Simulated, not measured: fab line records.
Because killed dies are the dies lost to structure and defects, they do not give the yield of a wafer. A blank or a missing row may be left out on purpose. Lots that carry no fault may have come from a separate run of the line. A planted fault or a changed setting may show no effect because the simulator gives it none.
Problem report, 8D (eight disciplines) form, completed by code -- flow sfq-line -- the parts of the form that need people (team, actions taken, sign-off) are left out

1. THE PROBLEM
A mean of 0.737 a.u. is read at SFQ_TRILAYER_L0_VIA_ETCH_VIA_ETCH_016 for oes-product-au, taken on 1 wafer of 1 lot, against 0.842 a.u. (standard deviation 0.0078) on wafers free of any fault. Measured from the usual mean, that is -13 standard deviations.
The step: etches SiO2 in CHF3, stops on MoNx KI, target depth 80 nm.
First observed at day 11 02:58: wafer L169.5, on rie-diel-02. At this step, 39 wafers from 13 lots have a number in the record. The rule behind "out" and "out of limits": a value lying over 4 standard deviations away from the usual mean. The other wafers with a number count as sound.

2. WHAT IT IS AND WHAT IT IS NOT
question,is,is not
which readings at this step,oes-product-au,drypump-motor-current-A
which lots,L169,"L158, L159, L160, L162, L163, L164, L173, L176, L177, L179, L180, L181"
which wafers of those lots,L169.5,"L169.3, L169.6"
read on which tools,rie-diel-02,"rie-diel-03, rie-diel-04"
when,from day 11 02:58,"up to then (20 sound wafers); but 18 sound wafers of L173, L176, L177, L179, L180, L181 came after"

3. WHAT RULES OUT EACH SUSPECT
Counting: any tool at a process step up to the reading remains a suspect provided it ran every lot that is out. Sound lots after the first of them don't rule it out here, since some wafers of a struck lot are sound.
- rie-metal-03 at SFQ_TRILAYER_L0_STRIP_STRIP_009 (strips in O2): kept. It ran the lot that is out, L169 (day 7 00:37).
- pecvd-03 at SFQ_TRILAYER_L0_CAP_PECVD_011 (deposits SiO2 from SiH4/N2O, time 13.333 s, target thk 60 nm): kept. The lot that is out, L169, ran on it at day 7 01:12; the last sound lot it ran before that was L164, at day 5 18:58.
- rie-diel-02 at SFQ_TRILAYER_L0_VIA_ETCH_VIA_ETCH_016 (etches SiO2 in CHF3, stops on MoNx KI, target depth 80 nm): kept. The lot that is out, L169, ran on it at day 11 02:58; the last sound lot it ran before that was L163, at day 9 16:43. Its own readings are out on those wafers: oes-product-au.
- Within rie-metal-03 at SFQ_TRILAYER_L0_STRIP_STRIP_009: the wafers that are out ran in chamber 1; their sound lot-mates ran in chamber 0.
- Within pecvd-03 at SFQ_TRILAYER_L0_CAP_PECVD_011: the wafers that are out ran in chamber 2; their sound lot-mates ran in chambers 0, 1.
- Within rie-diel-02 at SFQ_TRILAYER_L0_VIA_ETCH_VIA_ETCH_016: the wafers that are out ran in chamber 0; their sound lot-mates ran in chamber 3.
Left after counting: rie-metal-03 at SFQ_TRILAYER_L0_STRIP_STRIP_009, pecvd-03 at SFQ_TRILAYER_L0_CAP_PECVD_011, rie-diel-02 at SFQ_TRILAYER_L0_VIA_ETCH_VIA_ETCH_016.

4. THE CAUSE (what the simulator had put in)
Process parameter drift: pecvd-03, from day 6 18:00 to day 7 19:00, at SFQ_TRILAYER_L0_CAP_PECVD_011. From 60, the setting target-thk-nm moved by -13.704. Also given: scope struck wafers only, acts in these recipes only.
3 suspects survive the count, and this tool is in that group.

5. THE EFFECT CHAIN, in route order
Rows list readings where the struck wafers' mean (over those with a number) sits beyond 3 standard deviations from the usual. Only readings whose record carries a usual standard deviation are examined. hours: median over the lots of the time between each lot's start at the first step of this table that gives one and its start at this step. sigmas: the change, counted in usual standard deviations.
hours,step,reading,usual,on struck wafers,change,sigmas
0,SFQ_TRILAYER_L0_VIA_ETCH_VIA_ETCH_016,oes-product-au,0.842 a.u.,0.737,-0.105,-13
Its process steps:
- SFQ_TRILAYER_L0_VIA_ETCH_VIA_ETCH_016: etches SiO2 in CHF3, stops on MoNx KI, target depth 80 nm.
Later steps that measure or inspect, where all struck wafers having a row at the step show a number for every such reading and not one has moved that far: SFQ_I0_OVL_MEAS_908.

6. HOW IT WOULD HAVE BEEN CAUGHT EARLIER
105 hours passed between the start of the fault at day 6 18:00 and the first reading out of limits in this record, taken at day 11 02:58.
No tool reading at SFQ_TRILAYER_L0_CAP_PECVD_011 that has a usual standard deviation in the record was out on any struck wafer, so an alarm limit of 4 standard deviations on those readings would not have fired.
By day 11 02:58 the whole set of lots that are out, 1 in number, had already begun SFQ_TRILAYER_L0_CAP_PECVD_011 on pecvd-03. None of them would have been spared by holding the tool at that moment.
